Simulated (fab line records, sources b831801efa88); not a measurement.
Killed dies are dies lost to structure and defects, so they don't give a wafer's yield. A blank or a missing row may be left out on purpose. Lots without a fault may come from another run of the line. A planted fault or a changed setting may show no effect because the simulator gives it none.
Tool commonality check | flow sky130 | 12 lots, 42 wafers sampled

WHY IT WAS OPENED
At SKY_GATE_OXIDE_TW_MEAS_14 the reading GATE_OXIDE_TW is flagged on 2 of 12 lots. Wafers without a fault read 226.1, standard deviation 1.3.
Rule: a lot is flagged when every wafer of it that has a number lies more than 4 standard deviations from that mean, or none has a number. The other lots count as sound.

lot  | measured     | on            | GATE_OXIDE_TW, wafer by wafer       | flag
L879 | day 13 20:20 | film_metro-03 | 227.9 227.3 227.4                   |
L880 | day 13 22:42 | film_metro-03 | 227.2 227.8 227.3                   |
L883 | day 14 19:00 | film_metro-04 | 227.3 226.2 225.9                   |
L885 | day 16 01:53 | film_metro-03 | 226.7 226.7 227.7                   |
L886 | day 16 14:57 | film_metro-02 | 226.0 226.7 226.0                   |
L887 | day 16 19:06 | film_metro-04 | 225.9 225.6 224.9                   |
L889 | day 17 08:24 | film_metro-04 | 224.1 223.7 223.0                   |
L890 | day 17 17:19 | film_metro-04 | 224.3 225.2 224.6                   |
L891 | day 18 03:37 | film_metro-03 | 227.5 226.3 227.4                   |
L892 | day 18 14:33 | film_metro-02 | 224.0 225.9 225.4                   |
L898 | day 20 21:19 | film_metro-04 | 323.8 322.7 323.2 322.5 322.9 320.5 | FLAGGED
L901 | day 21 11:59 | film_metro-02 | 325.8 326.8 324.6 325.9 326.5 325.5 | FLAGGED
The numbers of the flagged lots are 324.2 on average: +98.1 against the usual, or +75 standard deviations.

WHICH TOOL RAN EACH LOT
The record holds 1 process step before the reading, out of a route of 708 steps. In each cell: the tool, then ch and the chambers that the sampled wafers went through, then the start.
lot  | flag    | SKY_GATE_OXIDE_IMPLANT_11
L879 |         | implanter-02 ch 0, day 13 19:59
L880 |         | implanter-03 ch 0, day 13 22:20
L883 |         | implanter-02 ch 0, day 14 18:40
L885 |         | implanter-04 ch 0, day 16 01:34
L886 |         | implanter-02 ch 0, day 16 14:35
L887 |         | implanter-04 ch 0, day 16 18:44
L889 |         | implanter-03 ch 0, day 17 08:02
L890 |         | implanter-03 ch 0, day 17 16:57
L891 |         | implanter-04 ch 0, day 18 03:15
L892 |         | implanter-03 ch 0, day 18 14:13
L898 | FLAGGED | implanter-04 ch 0, day 20 20:57
L901 | FLAGGED | implanter-04 ch 0, day 21 11:38
What these steps do:
- SKY_GATE_OXIDE_IMPLANT_11
- SKY_GATE_OXIDE_TW_MEAS_14

FLAGGED OVER TOTAL, TOOL BY TOOL (the gauges that took the reading come last)
step                      | tool          | lots run | flagged | share of the flagged lots | sound lots run after its first flagged lot
SKY_GATE_OXIDE_IMPLANT_11 | implanter-02  | 3        | 0       | none                      | -
SKY_GATE_OXIDE_IMPLANT_11 | implanter-03  | 4        | 0       | none                      | -
SKY_GATE_OXIDE_IMPLANT_11 | implanter-04  | 5        | 2       | all                       | 0
SKY_GATE_OXIDE_TW_MEAS_14 | film_metro-02 | 3        | 1       | some                      | 0
SKY_GATE_OXIDE_TW_MEAS_14 | film_metro-03 | 4        | 0       | none                      | -
SKY_GATE_OXIDE_TW_MEAS_14 | film_metro-04 | 5        | 1       | some                      | 0

WHAT THE TABLE ALLOWS
1 row of the table ran every flagged lot: implanter-04 at SKY_GATE_OXIDE_IMPLANT_11.
- implanter-04 at SKY_GATE_OXIDE_IMPLANT_11: 2 of its 5 lots flagged. Its last sound lot is L891 (day 18 03:15), its first flagged lot L898 (day 20 20:57): a fault that began between those two fits. Its own readings lie more than 4 standard deviations out on every wafer of the flagged lots: dose_ions_cm2, faraday_current_uA.
One tool is left: implanter-04 at SKY_GATE_OXIDE_IMPLANT_11.

WHAT THE SIMULATOR HAD PUT IN
Process parameter drift: implanter-04, from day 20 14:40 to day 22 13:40, at SKY_GATE_OXIDE_IMPLANT_11. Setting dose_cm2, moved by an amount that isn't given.
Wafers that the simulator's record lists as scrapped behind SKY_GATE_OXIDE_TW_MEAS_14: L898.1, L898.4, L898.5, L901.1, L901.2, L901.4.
Lots struck among those shown: L898, L901. The rule above found the same.
